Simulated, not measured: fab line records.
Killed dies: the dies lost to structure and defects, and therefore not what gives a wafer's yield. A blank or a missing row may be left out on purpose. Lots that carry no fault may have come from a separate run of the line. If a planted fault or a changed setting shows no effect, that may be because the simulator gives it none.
fab line records | flow gf180mcu | part 1 of 2: steps 1 to 30 of 41
[record] lots = 5 | wafers = 15 | lastDay = 34
route steps=602 shown MIM@520 M5@526 V5@540
lots with no fault: from the same line, run without faults
startH: hours from the record's first day to the start of the lot's first wafer shown | waitH: hours since the lot's step before | " same as the row above | L1.1+2: several wafers, shown together as one row | - either no value or no given start | * or withheld: withheld | < > ~ a bound
route shown NAME@n: a module of which the file shows steps, and the number in the route of the first | usual: average and standard deviation across the fault-free wafers | same: alike in all rows | chamber/n: place in a boat | sites: per-site readings | _std_site: standard deviation across them | _edge_site: the outer-site mean with the inner-site mean subtracted | radiusMm: for every site, how far away it sits from the centre of the wafer | mask NAME#n: copy n | behind: tool/chamber where the wafer was last shaped | hold: why the lot was held/for how many hours/how that ended | device: names the non-switching transistor (n, p or np) | end of line: the route-end tests of the same wafers | a step without rows: its recipe alone | killed: dies lost to structure and defects at the first sort, not the wafer's yield | map: shows each die of a wafer: x if killed, . if not, _ if none is there
set.NAME: the setting as run; set.NAME@STEP: as run at that earlier step | model.NAME: the simulator's own value behind a step, which no gauge read
lots at selected steps of the route; one table per step, one row per wafer
services: when a tool's chamber went out of use (startH, in hours from the record's first day, below 0 if earlier), for how many hours, and the reason
[[steps]]
[step GF_MIM_PEB_17]
[recipe] tempC = withheld | timeS = * | resist = NOVOLAK
lot.wafer  | tool          | chamber | startH | waitH
L076.1+3+6 | lithoTrack-02 | 0       | -      | -
L078.1+2+4 | lithoTrack-02 | 0       | -      | -
L085.2+3+5 | lithoTrack-02 | 0       | -      | -
L087.1+5+6 | lithoTrack-02 | 0       | -      | -
L097.2+5+6 | lithoTrack-02 | 0       | -      | -
[step GF_MIM_DEVELOP_18]
[recipe] developTimeS = 60 | devTempC = 23
lot.wafer  | tool          | chamber | startH | waitH
L076.1+3+6 | lithoTrack-02 | 0       | 616.20 | 0.1
L078.1+2+4 | lithoTrack-02 | 0       | 618.45 | 0.1
L085.2+3+5 | lithoTrack-02 | 0       | 672.27 | 0.1
L087.1+5+6 | lithoTrack-02 | 0       | 684.55 | 0.1
L097.2+5+6 | lithoTrack-02 | 0       | 746.62 | 0.1
[step GF_MIM_METAL_ETCH_19]
[recipe] chemistry = Cl2/BCl3 | maskMaterial = NOVOLAK | stopOn = Si3N4 | targetDepthNm = 324.5 | pressureMtorr = 8 | icpW = 800 | biasW = 140 | Cl2_flow_sccm = 80 | bcl3FlowSccm = 40 | timeS = 54.1
[usual] drypumpMotorCurrentA = 5.88/0.22 | oesProductAu = 0.940/0.0057 | rfFwdPowerW = 791.9/2.8 | throttleValvePct = 28.285/0.012
lot.wafer | tool        | chamber | startH | waitH | drypumpMotorCurrentA | oesProductAu | rfFwdPowerW | rfHoursCounterH | throttleValvePct
L076.1    | rieMetal-03 | 1       | 616.35 | 0.1   | 6.23                 | 0.935        | 791.7       | 1               | 28.297
L076.3    | "           | 1       | "      | "     | 6.23                 | 0.940        | 791.3       | -               | 28.277
L076.6    | "           | 1       | "      | "     | 6.24                 | 0.935        | 790.8       | -               | 28.324
L078.1    | rieMetal-01 | 1       | 618.60 | 0.1   | 5.63                 | 0.932        | 789.8       | 10              | 28.282
L078.2    | "           | 0       | "      | "     | 5.96                 | 0.938        | 790.6       | 6               | 28.262
L078.4    | "           | 0       | "      | "     | 5.93                 | 0.943        | 786.8       | -               | 28.307
L085.2    | rieMetal-01 | 1       | 672.40 | 0.1   | 5.64                 | 0.945        | 792.6       | 12              | 28.273
L085.3    | "           | 0       | "      | "     | 5.98                 | 0.936        | 787.3       | -               | 28.305
L085.5    | "           | 0       | "      | "     | 5.95                 | 0.939        | 790.6       | -               | 28.287
L087.1    | rieMetal-03 | 0       | 684.70 | 0.1   | 5.80                 | 0.933        | 792.1       | 2               | 28.294
L087.5    | "           | 1       | "      | "     | 6.21                 | 0.941        | 792.3       | -               | 28.293
L087.6    | "           | 0       | "      | "     | 5.77                 | 0.951        | 794.9       | -               | 28.282
L097.2    | rieMetal-03 | 1       | 746.75 | 0.1   | 6.22                 | 0.946        | 793.4       | 6               | 28.303
L097.5    | "           | 0       | "      | "     | 5.80                 | 0.944        | 792.8       | -               | 28.279
L097.6    | "           | 1       | "      | "     | 6.23                 | 0.936        | 793.8       | -               | 28.303
[step GF_MIM_STRIP_20]
[recipe] chemistry = O2/N2 | powerW = 1400 | pressureMtorr = 1500 | platenTempC = 250 | o2FlowSccm = 3000 | n2FlowSccm = 300 | overashFraction = 0.5
[usual] drypumpMotorCurrentA = 5.7/0.47 | heaterPowerW = 358/20 | oesProductAu = 0.691/0.0048 | stripTimeToEndpointS = 11.20/0.037
lot.wafer | tool           | chamber | startH | waitH | drypumpMotorCurrentA | heaterPowerW | oesProductAu | rfHoursCounterH | stripTimeToEndpointS
L076.1    | plasmaAsher-04 | 0       | 616.49 | 0.1   | 4.8                  | 337          | 0.681        | 86              | 11.19
L076.3    | "              | 1       | "      | "     | 5.7                  | 383          | 0.690        | -               | 11.21
L076.6    | "              | 1       | "      | "     | 5.7                  | 393          | 0.686        | -               | 11.19
L078.1    | plasmaAsher-04 | 0       | 618.67 | 0.0   | 4.8                  | 328          | 0.693        | 86              | 11.19
L078.2    | "              | 1       | "      | "     | 5.7                  | 392          | 0.683        | 86              | 11.17
L078.4    | "              | 1       | "      | "     | 5.7                  | 396          | 0.684        | -               | 11.15
L085.2    | plasmaAsher-04 | 1       | 672.47 | 0.0   | 5.7                  | 399          | 0.687        | 92              | 11.20
L085.3    | "              | 0       | "      | "     | 4.8                  | 325          | 0.687        | -               | 11.16
L085.5    | "              | 0       | "      | "     | 4.8                  | 337          | 0.690        | -               | 11.14
L087.1    | plasmaAsher-02 | 0       | 684.77 | 0.0   | 6.2                  | 373          | 0.699        | 31              | 11.19
L087.5    | "              | 0       | "      | "     | 6.3                  | 364          | 0.694        | -               | 11.17
L087.6    | "              | 1       | "      | "     | 5.6                  | 347          | 0.696        | -               | 11.16
L097.2    | plasmaAsher-02 | 0       | 746.82 | 0.0   | 6.3                  | 373          | 0.692        | 38              | 11.28
L097.5    | "              | 1       | "      | "     | 5.6                  | 347          | 0.693        | -               | 11.23
L097.6    | "              | 0       | "      | "     | 6.3                  | 361          | 0.687        | -               | 11.25
[step GF_MIM_STRIP_21]
[recipe] chemistry = postEtchResidueRemover | timeS = 1200 | tempC = 72.5
lot.wafer  | tool        | chamber | startH | waitH
L076.1+3+6 | wetBench-03 | 0       | 616.59 | 0.1
L078.1+2+4 | wetBench-04 | 1       | 618.77 | 0.1
L085.2+3+5 | wetBench-03 | 1       | 672.57 | 0.1
L087.1+5+6 | wetBench-03 | 0       | 684.87 | 0.1
L097.2+5+6 | wetBench-03 | 2       | 746.92 | 0.1
[step GF_MIM_CLEAN_22]
[recipe] chemistry = DIW | dry = n2Spin
lot.wafer  | tool        | chamber | startH | waitH
L076.1+3+6 | wetBench-02 | 2       | 616.93 | 0.0
L078.1+2+4 | wetBench-02 | 3       | 619.11 | 0.0
L085.2+3+5 | wetBench-04 | 1       | 672.97 | 0.0
L087.1+5+6 | wetBench-04 | 0       | 685.21 | 0.0
L097.2+5+6 | wetBench-02 | 0       | 747.26 | 0.0
[step GF_M5_DEHYDRATE_00]
[recipe] tempC = 200 | timeS = 60
lot.wafer  | tool          | chamber | startH | waitH
L076.1+3+6 | lithoTrack-03 | 0       | 626.73 | 9.7
L078.1+2+4 | lithoTrack-02 | 0       | 629.25 | 10.0
L085.2+3+5 | lithoTrack-02 | 0       | 681.87 | 8.8
L087.1+5+6 | lithoTrack-01 | 0       | 694.92 | 9.6
L097.2+5+6 | lithoTrack-03 | 0       | 755.56 | 8.2
[step GF_M5_HMDS_01]
[recipe] primeTimeS = 60 | primeTempC = 120
[same] primeTimeS = 60
lot.wafer  | tool          | chamber | startH | waitH
L076.1+3+6 | lithoTrack-03 | 0       | 626.88 | 0.1
L078.1+2+4 | lithoTrack-02 | 0       | 629.40 | 0.1
L085.2+3+5 | lithoTrack-02 | 0       | 682.02 | 0.1
L087.1+5+6 | lithoTrack-01 | 0       | 695.07 | 0.1
L097.2+5+6 | lithoTrack-03 | 0       | 755.71 | 0.1
[step GF_M5_COAT_02]
[recipe] resist = KrF | spinRpm = withheld | resistThkNm = 1000
lot.wafer  | tool          | chamber | startH | waitH
L076.1+3+6 | lithoTrack-03 | 0       | 627.03 | 0.1
L078.1+2+4 | lithoTrack-02 | 0       | 629.55 | 0.1
L085.2+3+5 | lithoTrack-02 | 0       | 682.17 | 0.1
L087.1+5+6 | lithoTrack-01 | 0       | 695.22 | 0.1
L097.2+5+6 | lithoTrack-03 | 0       | 755.86 | 0.1
[step GF_M5_SOFTBAKE_03]
[recipe] tempC = 130 | timeS = 60 | resist = KrF
lot.wafer  | tool          | chamber | startH | waitH
L076.1+3+6 | lithoTrack-03 | 0       | 627.18 | 0.1
L078.1+2+4 | lithoTrack-02 | 0       | 629.70 | 0.1
L085.2+3+5 | lithoTrack-02 | 0       | 682.32 | 0.1
L087.1+5+6 | lithoTrack-01 | 0       | 695.37 | 0.1
L097.2+5+6 | lithoTrack-03 | 0       | 756.01 | 0.1
[step GF_M5_EXPOSE_04]
[recipe] maskId = Metal5 | targetCdNm = 280 | na = 0.68 | sourceShape = conventional | sigmaOuter = 0.6 | doseMj = 28
lot.wafer  | tool          | chamber | startH | waitH | mask
L076.1+3+6 | krfScanner-01 | 0       | -      | -     | Metal5#0
L078.1+2+4 | krfScanner-01 | 0       | -      | -     | Metal5#0
L085.2+3+5 | krfScanner-02 | 0       | -      | -     | Metal5#0
L087.1+5+6 | krfScanner-01 | 0       | -      | -     | Metal5#0
L097.2+5+6 | krfScanner-01 | 0       | -      | -     | Metal5#0
[step GF_M5_PEB_05]
[recipe] pebTempC = 135 | pebTimeS = 90 | resist = KrF
[same] pebTimeS = 90
lot.wafer  | tool          | chamber | startH | waitH
L076.1+3+6 | lithoTrack-03 | 0       | -      | -
L078.1+2+4 | lithoTrack-02 | 0       | -      | -
L085.2+3+5 | lithoTrack-02 | 0       | -      | -
L087.1+5+6 | lithoTrack-02 | 0       | -      | -
L097.2+5+6 | lithoTrack-02 | 0       | -      | -
[step GF_M5_DEVELOP_06]
[recipe] developTimeS = 60 | devTempC = 21
lot.wafer  | tool          | chamber | startH | waitH
L076.1+3+6 | lithoTrack-03 | 0       | 637.13 | 0.2
L078.1+2+4 | lithoTrack-02 | 0       | 638.85 | 0.2
L085.2+3+5 | lithoTrack-02 | 0       | 691.47 | 0.2
L087.1+5+6 | lithoTrack-02 | 0       | 704.25 | 0.2
L097.2+5+6 | lithoTrack-02 | 0       | 763.37 | 0.2
[step GF_M5_CD_MEAS_07]
[recipe] targetCdNm = 280
[usual] cdNm = 280.2/1
lot.wafer | tool     | chamber | startH | waitH | cdNm
L076.1    | cdSem-01 | -       | 637.28 | 0.1   | 279.4
L076.3    | "        | -       | "      | "     | 279.7
L076.6    | "        | -       | "      | "     | 279.1
L078.1    | cdSem-02 | -       | 639.00 | 0.1   | 281.6
L078.2    | "        | -       | "      | "     | 281.5
L078.4    | "        | -       | "      | "     | 280.7
L085.2    | cdSem-01 | -       | 691.62 | 0.1   | 281.0
L085.3    | "        | -       | "      | "     | 280.1
L085.5    | "        | -       | "      | "     | 282.1
L087.1    | cdSem-02 | -       | 704.40 | 0.1   | 278.9
L087.5    | "        | -       | "      | "     | 280.5
L087.6    | "        | -       | "      | "     | 280.2
L097.2    | cdSem-02 | -       | 763.52 | 0.1   | 279.1
L097.5    | "        | -       | "      | "     | 279.2
L097.6    | "        | -       | "      | "     | 279.2
[step GF_M5_OVL_MEAS_08]
[usual] M5_OVL = 1/6.1
lot.wafer | tool       | chamber | startH | waitH | M5_OVL[nm]
L076.1    | overlay-01 | -       | 637.40 | 0.1   | 10
L076.3    | "          | -       | "      | "     | 8
L076.6    | "          | -       | "      | "     | 12
L078.1    | overlay-02 | -       | 639.12 | 0.1   | -7
L078.2    | "          | -       | "      | "     | -4
L078.4    | "          | -       | "      | "     | -4
L085.2    | overlay-01 | -       | 691.72 | 0.1   | 8
L085.3    | "          | -       | "      | "     | 4
L085.5    | "          | -       | "      | "     | 1
L087.1    | overlay-01 | -       | 704.52 | 0.1   | -10
L087.5    | "          | -       | "      | "     | -1
L087.6    | "          | -       | "      | "     | -2
L097.2    | overlay-01 | -       | 763.62 | 0.1   | 3
L097.5    | "          | -       | "      | "     | -2
L097.6    | "          | -       | "      | "     | 8
[step GF_M5_ETCH_09]
[recipe] chemistry = CF4/O2 | target = Si3N4 | targetDepthNm = 52 | sourceW = 800 | biasW = 150 | pressureMtorr = 150 | cf4FlowSccm = 80 | O2_flow_sccm = 10 | timeS = 11.6
[usual] drypumpMotorCurrentA = 5.8/0.37 | oesProductAu = 1.001/0.0084 | rfFwdPowerW = 786/3.9 | throttleValvePct = 5.972/0.0091
lot.wafer | tool       | chamber | startH | waitH | drypumpMotorCurrentA | oesProductAu | rfFwdPowerW | rfHoursCounterH | throttleValvePct
L076.1    | rieDiel-02 | 2       | 637.44 | 0.0   | 5.9                  | 1.003        | 791         | 10              | 5.969
L076.3    | "          | 3       | "      | "     | 5.3                  | 0.995        | 789         | 7               | 5.978
L076.6    | "          | 3       | "      | "     | 5.3                  | 0.996        | 789         | -               | 5.981
L078.1    | rieDiel-04 | 2       | 639.15 | 0.0   | 5.9                  | 1.006        | 788         | 13              | 5.972
L078.2    | "          | 0       | "      | "     | 5.4                  | 1.001        | 791         | 64              | 5.978
L078.4    | "          | 3       | "      | "     | 6.5                  | 0.983        | 782         | 6               | 5.972
L085.2    | rieDiel-02 | 3       | 691.75 | 0.0   | 5.3                  | 1.007        | 788         | 9               | 5.975
L085.3    | "          | 0       | "      | "     | 5.8                  | 1.000        | 793         | 2               | 5.975
L085.5    | "          | 2       | "      | "     | 5.9                  | 1.008        | 785         | -               | 5.973
L087.1    | rieDiel-02 | 1       | 704.55 | 0.0   | 5.7                  | 1.006        | 783         | 4               | 5.970
L087.5    | "          | 2       | "      | "     | 5.9                  | 1.006        | 790         | -               | 5.976
L087.6    | "          | 3       | "      | "     | 5.3                  | 1.001        | 787         | -               | 5.964
L097.2    | rieDiel-04 | 3       | 763.65 | 0.0   | 6.6                  | 1.000        | 780         | 11              | 5.959
L097.5    | "          | 0       | "      | "     | 5.4                  | 1.006        | 790         | -               | 5.977
L097.6    | "          | 1       | "      | "     | 5.7                  | 0.993        | 790         | -               | 5.964
[step GF_M5_METAL_ETCH_10]
[recipe] chemistry = Cl2/BCl3 | maskMaterial = KrF | targetDepthNm = 627.5 | stopOn = SiO2 | pressureMtorr = 8 | icpW = 800 | biasW = 140 | Cl2_flow_sccm = 80 | bcl3FlowSccm = 40 | timeS = 104.6
[usual] drypumpMotorCurrentA = 5.73/0.24 | oesProductAu = 0.972/0.006 | rfFwdPowerW = 796.3/2.4 | throttleValvePct = 28.248/0.011
lot.wafer | tool        | chamber | startH | waitH | drypumpMotorCurrentA | oesProductAu | rfFwdPowerW | rfHoursCounterH | throttleValvePct
L076.1    | rieMetal-04 | 0       | 637.46 | 0.0   | 5.73                 | 0.984        | 797.6       | 6.4             | 28.240
L076.3    | "           | 0       | "      | "     | 5.72                 | 0.966        | 793.9       | -               | 28.252
L076.6    | "           | 0       | "      | "     | 5.73                 | 0.972        | 798.5       | -               | 28.245
L078.1    | rieMetal-02 | 1       | 639.18 | 0.0   | 5.63                 | 0.978        | 789.4       | 4.0             | 28.257
L078.2    | "           | 0       | "      | "     | 5.79                 | 0.965        | 798.9       | 5.1             | 28.259
L078.4    | "           | 1       | "      | "     | 5.62                 | 0.971        | 792.8       | -               | 28.255
L085.2    | rieMetal-02 | 0       | 691.78 | 0.0   | 5.81                 | 0.975        | 796.6       | 7.1             | 28.238
L085.3    | "           | 0       | "      | "     | 5.86                 | 0.979        | 795.0       | -               | 28.241
L085.5    | "           | 0       | "      | "     | 5.83                 | 0.972        | 794.6       | -               | 28.246
L087.1    | rieMetal-04 | 0       | 704.58 | 0.0   | 5.71                 | 0.970        | 797.9       | 8.5             | 28.244
L087.5    | "           | 0       | "      | "     | 5.72                 | 0.962        | 796.6       | -               | 28.267
L087.6    | "           | 1       | "      | "     | 5.32                 | 0.976        | 799.4       | -               | 28.228
L097.2    | rieMetal-04 | 0       | 763.71 | 0.0   | 5.75                 | 0.974        | 795.4       | -               | 28.277
L097.5    | "           | 0       | "      | "     | 5.74                 | 0.971        | 794.7       | -               | 28.229
L097.6    | "           | 0       | "      | "     | 5.73                 | 0.969        | 793.5       | -               | 28.259
[step GF_M5_STRIP_11]
[recipe] chemistry = O2/N2 | powerW = 1400 | pressureMtorr = 1500 | platenTempC = 250 | o2FlowSccm = 3000 | n2FlowSccm = 300 | overashFraction = 0.5
[usual] drypumpMotorCurrentA = 5.7/0.47 | heaterPowerW = 352/22 | oesProductAu = 0.543/0.0047 | stripTimeToEndpointS = 7.53/0.045
lot.wafer | tool           | chamber | startH | waitH | drypumpMotorCurrentA | heaterPowerW | oesProductAu | rfHoursCounterH | stripTimeToEndpointS
L076.1    | plasmaAsher-01 | 0       | 637.57 | 0.1   | 5.3                  | 310          | 0.541        | 97              | 7.55
L076.3    | "              | 0       | "      | "     | 5.2                  | 317          | 0.542        | -               | 7.49
L076.6    | "              | 0       | "      | "     | 5.2                  | 315          | 0.543        | -               | 7.50
L078.1    | plasmaAsher-01 | 0       | 639.29 | 0.1   | 5.3                  | 320          | 0.537        | 97              | 7.49
L078.2    | "              | 1       | "      | "     | 6.1                  | 336          | 0.545        | 97              | 7.60
L078.4    | "              | 1       | "      | "     | 6.1                  | 337          | 0.545        | -               | 7.52
L085.2    | plasmaAsher-02 | 0       | 691.89 | 0.1   | 6.2                  | 367          | 0.547        | 31              | 7.54
L085.3    | "              | 0       | "      | "     | 6.2                  | 371          | 0.544        | -               | 7.53
L085.5    | "              | 0       | "      | "     | 6.2                  | 370          | 0.546        | -               | 7.51
L087.1    | plasmaAsher-04 | 1       | 704.69 | 0.1   | 5.7                  | 384          | 0.544        | 95              | 7.56
L087.5    | "              | 1       | "      | "     | 5.7                  | 385          | 0.544        | -               | 7.58
L087.6    | "              | 0       | "      | "     | 4.8                  | 349          | 0.533        | -               | 7.55
L097.2    | plasmaAsher-02 | 0       | 763.90 | 0.1   | 6.2                  | 360          | 0.549        | 40              | 7.52
L097.5    | "              | 1       | "      | "     | 5.6                  | 358          | 0.539        | -               | 7.49
L097.6    | "              | 0       | "      | "     | 6.3                  | 362          | 0.540        | -               | 7.55
[step GF_M5_STRIP_12]
[recipe] chemistry = postEtchResidueRemover | timeS = 1200 | tempC = 72.5
lot.wafer  | tool        | chamber | startH | waitH
L076.1+3+6 | wetBench-01 | 2       | 637.70 | 0.1
L078.1+2+4 | wetBench-01 | 0       | 639.39 | 0.1
L085.2+3+5 | wetBench-04 | 3       | 691.99 | 0.1
L087.1+5+6 | wetBench-01 | 0       | 704.79 | 0.1
L097.2+5+6 | wetBench-04 | 0       | 764.00 | 0.1
[step GF_M5_CLEAN_13]
[recipe] chemistry = DIW | dry = n2Spin
lot.wafer  | tool        | chamber | startH | waitH
L076.1+3+6 | wetBench-04 | 0       | 638.39 | 0.0
L078.1+2+4 | wetBench-02 | 2       | 639.73 | 0.0
L085.2+3+5 | wetBench-02 | 0       | 692.33 | 0.0
L087.1+5+6 | wetBench-01 | 2       | 705.13 | 0.0
L097.2+5+6 | wetBench-01 | 2       | 764.34 | 0.0
[step GF_V5_CVD_00]
[recipe] material = SiO2 | targetThkNm = 300 | sigmaOpenFrac = 0.3 | tempC = 400 | timeS = 50 | sih4FlowSccm = 60 | pressureMtorr = 6
[usual] susceptorTempC = 400.01/0.21
lot.wafer | tool      | chamber | startH | waitH | susceptorTempC
L076.1    | hdpcvd-01 | 1       | 638.49 | 0.0   | 400.09
L076.3    | "         | 0       | "      | "     | 400.02
L076.6    | "         | 2       | "      | "     | 399.82
L078.1    | hdpcvd-01 | 0       | 639.82 | 0.0   | 399.98
L078.2    | "         | 2       | "      | "     | 400.20
L078.4    | "         | 2       | "      | "     | 400.20
L085.2    | hdpcvd-01 | 1       | 692.42 | 0.0   | 399.92
L085.3    | "         | 0       | "      | "     | 400.36
L085.5    | "         | 0       | "      | "     | 400.28
L087.1    | hdpcvd-02 | 1       | 705.22 | 0.0   | 400.18
L087.5    | "         | 0       | "      | "     | 400.03
L087.6    | "         | 1       | "      | "     | 399.84
L097.2    | hdpcvd-02 | 2       | 764.44 | 0.0   | 399.94
L097.5    | "         | 2       | "      | "     | 399.97
L097.6    | "         | 0       | "      | "     | 400.11
[step GF_V5_THK_MEAS_01]
[recipe] reads = SiO2_of_V5_CVD_00
[usual] V5_CVD_00_THK = 299/3.7
lot.wafer | tool         | chamber | startH | waitH | V5_CVD_00_THK[nm]
L076.1    | filmMetro-02 | -       | 638.53 | 0.0   | 298
L076.3    | "            | -       | "      | "     | 301
L076.6    | "            | -       | "      | "     | 297
L078.1    | filmMetro-03 | -       | 639.87 | 0.0   | 303
L078.2    | "            | -       | "      | "     | 296
L078.4    | "            | -       | "      | "     | 302
L085.2    | filmMetro-03 | -       | 692.48 | 0.0   | 297
L085.3    | "            | -       | "      | "     | 300
L085.5    | "            | -       | "      | "     | 296
L087.1    | filmMetro-01 | -       | 705.27 | 0.0   | 302
L087.5    | "            | -       | "      | "     | 307
L087.6    | "            | -       | "      | "     | 300
L097.2    | filmMetro-03 | -       | 764.50 | 0.0   | 302
L097.5    | "            | -       | "      | "     | 299
L097.6    | "            | -       | "      | "     | 298
[step GF_V5_CVD_02]
[recipe] material = SiO2 | targetThkNm = 1450 | precursor = TEOS | tempC = 400 | timeS = 163.28 | rfW = 600
[usual] heaterPowerOuterW = 371/71 | heaterPowerW = 646/100 | rfFwdPowerW = 596.6/1.8 | susceptorTempC = 400.02/0.2
lot.wafer | tool     | chamber | startH | waitH | heaterPowerOuterW | heaterPowerW | rfFwdPowerW | susceptorTempC
L076.1    | pecvd-02 | 1       | 638.59 | 0.1   | 395               | 648          | 592.2       | 400.13
L076.3    | "        | 2       | "      | "     | 371               | 714          | 594.4       | 400.19
L076.6    | "        | 1       | "      | "     | 310               | 484          | 592.6       | 399.99
L078.1    | pecvd-04 | 1       | 639.93 | 0.1   | 367               | 662          | 595.5       | 399.88
L078.2    | "        | 2       | "      | "     | 614               | 999          | 597.2       | 400.51
L078.4    | "        | 1       | "      | "     | 295               | 552          | 597.4       | 399.53
L085.2    | pecvd-02 | 0       | 692.53 | 0.0   | 372               | 652          | 595.7       | 399.95
L085.3    | "        | 1       | "      | "     | 403               | 618          | 596.5       | 400.03
L085.5    | "        | 0       | "      | "     | 408               | 711          | 596.5       | 400.06
L087.1    | pecvd-03 | 2       | 705.33 | 0.1   | 291               | 585          | 599.6       | 400.19
L087.5    | "        | 2       | "      | "     | 357               | 673          | 597.2       | 400.01
L087.6    | "        | 1       | "      | "     | 253               | 498          | 596.1       | 399.86
L097.2    | pecvd-02 | 1       | 764.55 | 0.0   | 355               | 568          | 593.3       | 399.99
L097.5    | "        | 1       | "      | "     | 398               | 628          | 595.6       | 400.23
L097.6    | "        | 0       | "      | "     | 410               | 716          | 597.7       | 399.81
[step GF_V5_THK_MEAS_03]
[recipe] reads = SiO2_of_V5_CVD_02
[usual] V5_CVD_02_THK = 1450/23
lot.wafer | tool         | chamber | startH | waitH | V5_CVD_02_THK[nm]
L076.1    | filmMetro-01 | -       | 638.70 | 0.1   | 1424
L076.3    | "            | -       | "      | "     | 1424
L076.6    | "            | -       | "      | "     | 1463
L078.1    | filmMetro-02 | -       | 640.03 | 0.1   | 1457
L078.2    | "            | -       | "      | "     | 1471
L078.4    | "            | -       | "      | "     | 1460
L085.2    | filmMetro-02 | -       | 692.64 | 0.1   | 1439
L085.3    | "            | -       | "      | "     | 1427
L085.5    | "            | -       | "      | "     | 1471
L087.1    | filmMetro-03 | -       | 705.43 | 0.1   | 1408
L087.5    | "            | -       | "      | "     | 1476
L087.6    | "            | -       | "      | "     | 1455
L097.2    | filmMetro-03 | -       | 764.66 | 0.1   | 1417
L097.5    | "            | -       | "      | "     | 1445
L097.6    | "            | -       | "      | "     | 1432
[step GF_V5_CMP_04]
[recipe] material = SiO2 | downForcePsi = 4 | platenRpm = 60 | padVelocityMS = 0.94248
[usual] motorCurrentA = 11.6/0.57 | platenRpm = 60.00/0.035 | retainingRingPressureFrac = 1.000/0.0053 | slurryFlowMlMin = 150.0/0.5
lot.wafer | tool   | chamber | startH | waitH | motorCurrentA | platenRpm | retainingRingPressureFrac | slurryFlowMlMin
L076.3    | cmp-02 | 2       | 638.89 | 0.2   | 12.3          | 60.01     | 1.001                     | 150.0
L076.1    | "      | 3       | "      | "     | 11.8          | 60.02     | 0.992                     | 149.9
L076.6    | "      | 3       | "      | "     | 11.6          | 59.94     | 0.992                     | 150.2
L078.4    | cmp-02 | 3       | 640.09 | 0.0   | 11.3          | 60.00     | 0.999                     | 150.3
L078.1    | "      | 0       | "      | "     | 11.2          | 60.07     | 1.003                     | 150.3
L078.2    | "      | 1       | "      | "     | 11.4          | 60.04     | 0.996                     | 150.4
L085.2    | cmp-02 | 3       | 692.74 | 0.1   | 11.4          | 59.99     | 0.998                     | 149.9
L085.3    | "      | 1       | "      | "     | 11.8          | 60.05     | 1.003                     | 149.6
L085.5    | "      | 3       | "      | "     | 11.4          | 59.95     | 1.003                     | 149.8
L087.1    | cmp-01 | 1       | 705.72 | 0.3   | 10.4          | 59.97     | 1.002                     | 150.4
L087.6    | "      | 0       | "      | "     | 13.0          | 60.04     | 1.003                     | 149.9
L087.5    | "      | 1       | "      | "     | 11.1          | 59.99     | 0.992                     | 149.2
L097.2    | cmp-01 | 1       | 764.86 | 0.2   | 10.6          | 60.00     | 0.992                     | 150.8
L097.6    | "      | 2       | "      | "     | 12.0          | 60.07     | 1.001                     | 150.3
L097.5    | "      | 3       | "      | "     | 12.1          | 59.93     | 0.999                     | 149.5
[step GF_V5_BOW_MEAS_05]
[recipe] mode = bow
[usual] V5_BOW = 134/9.3
lot.wafer | tool         | chamber | startH | waitH | V5_BOW[um]
L076.1    | filmMetro-02 | -       | 639.19 | 0.2   | 145
L076.3    | "            | -       | "      | "     | 138
L076.6    | "            | -       | "      | "     | 125
L078.1    | filmMetro-02 | -       | 640.39 | 0.2   | 124
L078.2    | "            | -       | "      | "     | 111
L078.4    | "            | -       | "      | "     | 127
L085.2    | filmMetro-03 | -       | 693.01 | 0.2   | 141
L085.3    | "            | -       | "      | "     | 149
L085.5    | "            | -       | "      | "     | 132
L087.1    | filmMetro-03 | -       | 705.97 | 0.2   | 155
L087.5    | "            | -       | "      | "     | 146
L087.6    | "            | -       | "      | "     | 158
L097.2    | filmMetro-03 | -       | 765.03 | 0.1   | 118
L097.5    | "            | -       | "      | "     | 141
L097.6    | "            | -       | "      | "     | 137
[step GF_V5_DEHYDRATE_06]
[recipe] tempC = 200 | timeS = 60
lot.wafer  | tool          | chamber | startH | waitH
L076.1+3+6 | lithoTrack-04 | 0       | 648.35 | 9.1
L078.1+2+4 | lithoTrack-02 | 0       | 649.85 | 9.4
L085.2+3+5 | lithoTrack-02 | 0       | 702.12 | 9.1
L087.1+5+6 | lithoTrack-02 | 0       | 714.85 | 8.9
L097.2+5+6 | lithoTrack-01 | 0       | 773.19 | 8.1
[step GF_V5_HMDS_07]
[recipe] primeTimeS = 60 | primeTempC = 120
[same] primeTimeS = 60
lot.wafer  | tool          | chamber | startH | waitH
L076.1+3+6 | lithoTrack-04 | 0       | 648.50 | 0.1
L078.1+2+4 | lithoTrack-02 | 0       | 650.00 | 0.1
L085.2+3+5 | lithoTrack-02 | 0       | 702.27 | 0.1
L087.1+5+6 | lithoTrack-02 | 0       | 715.00 | 0.1
L097.2+5+6 | lithoTrack-01 | 0       | 773.34 | 0.1
[step GF_V5_COAT_08]
[recipe] resist = BARC | tempC = withheld | timeS = withheld | spinRpm = withheld | resistThkNm = withheld
lot.wafer  | tool          | chamber | startH | waitH
L076.1+3+6 | lithoTrack-04 | 0       | 648.65 | 0.1
L078.1+2+4 | lithoTrack-02 | 0       | 650.15 | 0.1
L085.2+3+5 | lithoTrack-02 | 0       | 702.42 | 0.1
L087.1+5+6 | lithoTrack-02 | 0       | 715.15 | 0.1
L097.2+5+6 | lithoTrack-01 | 0       | 773.49 | 0.1
[step GF_V5_COAT_09]
[recipe] resist = KrF | spinRpm = withheld | resistThkNm = 1000
lot.wafer  | tool          | chamber | startH | waitH
L076.1+3+6 | lithoTrack-04 | 0       | -      | -
L078.1+2+4 | lithoTrack-02 | 0       | -      | -
L085.2+3+5 | lithoTrack-02 | 0       | -      | -
L087.1+5+6 | lithoTrack-02 | 0       | -      | -
L097.2+5+6 | lithoTrack-01 | 0       | -      | -
